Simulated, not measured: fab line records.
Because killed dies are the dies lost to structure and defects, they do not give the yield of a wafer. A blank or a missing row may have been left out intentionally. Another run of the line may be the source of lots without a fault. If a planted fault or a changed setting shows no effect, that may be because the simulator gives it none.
2 desks, one fault | flow gf180mcu | each desk holds nothing but its own numbers, with what lay behind them at the end

## FROM THE METROLOGY DESK
What the gauges read for every lot (on any tool): the sampled wafers with a number, averaged. If a lot's mean is further than 4 standard deviations from the usual mean, the lot is out of limits and carries the mark OUT (the distance appears in the brackets).
Columns: A = DUAL_GATE_OXIDATION_00_THK at GF_DUAL_GATE_THK_MEAS_03, usual 10.94 nm; B = CONTACT_OVL at GF_CONTACT_OVL_MEAS_15, usual -5 nm
lot  | first seen here | A                | B
L607 | day 7 12:52     | 10.93            | -11
L608 | day 7 20:22     | 10.95            | -6
L609 | day 8 00:11     | 11.13            | -12
L610 | day 8 09:44     | 11.07            | -10
L613 | day 9 06:00     | 10.82            | -6
L614 | day 9 14:10     | 10.76            | -4
L616 | day 10 17:22    | 10.90            | -7
L618 | day 11 04:25    | 12.44 (+8.8) OUT | 5
L619 | day 11 05:50    | 12.28 (+7.9) OUT | 3
L626 | day 13 10:00    | 11.18            | -7
L627 | day 13 11:27    | 11.05            | -15
L628 | day 13 12:55    | 10.86            | -1
L630 | day 14 02:58    | 11.12            | -7
This desk's result: L618, L619 out of limits, first on L618 (DUAL_GATE_OXIDATION_00_THK at GF_DUAL_GATE_THK_MEAS_03), day 11 04:25. L607, L608, L609, L610, L613, L614, L616, L626, L627, L628, L630: within limits.

## TOOL OWNER'S DESK, furnace-02
The tool's own readings at GF_DUAL_GATE_OXIDATION_02 (stabilise 600 s, purge 300 s, target thk 10.887 nm): means of the sampled wafers that have a number, for each lot that ran on this tool. If a lot's mean is further than 4 standard deviations from the usual mean, the lot is out of limits and carries the mark OUT (the distance appears in the brackets).
Columns: A = spike_tc_centre_C at GF_DUAL_GATE_OXIDATION_02, usual 900.5 C; B = zone_power_centre_pct at GF_DUAL_GATE_OXIDATION_02, usual 19 %
lot  | first seen here | A     | B
L614 | day 9 12:43     | 899.5 | 23
L618 | day 11 02:57    | 898.5 | 24
L619 | day 11 04:23    | 899.2 | 23
L630 | day 14 01:30    | 898.5 | 24
This desk's verdict: no lot among the 4 shows anything out of limits.

## PUT TOGETHER
L618, L619 would have let the metrology desk raise an alarm at day 11 04:25.
Nothing out of limits was seen by the tool owner's desk.
On record at the tool owner's desk: L618, L619, within its limits.
Every lot named ran GF_DUAL_GATE_OXIDATION_02 on furnace-02.

## WHAT WAS PUT IN BY THE SIMULATOR
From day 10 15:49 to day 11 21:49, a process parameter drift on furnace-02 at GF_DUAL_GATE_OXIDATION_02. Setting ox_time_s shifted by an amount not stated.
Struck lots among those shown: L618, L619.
Per desk, hours elapsed from the start of the fault to the first reading out of limits: for the metrology desk, 13.
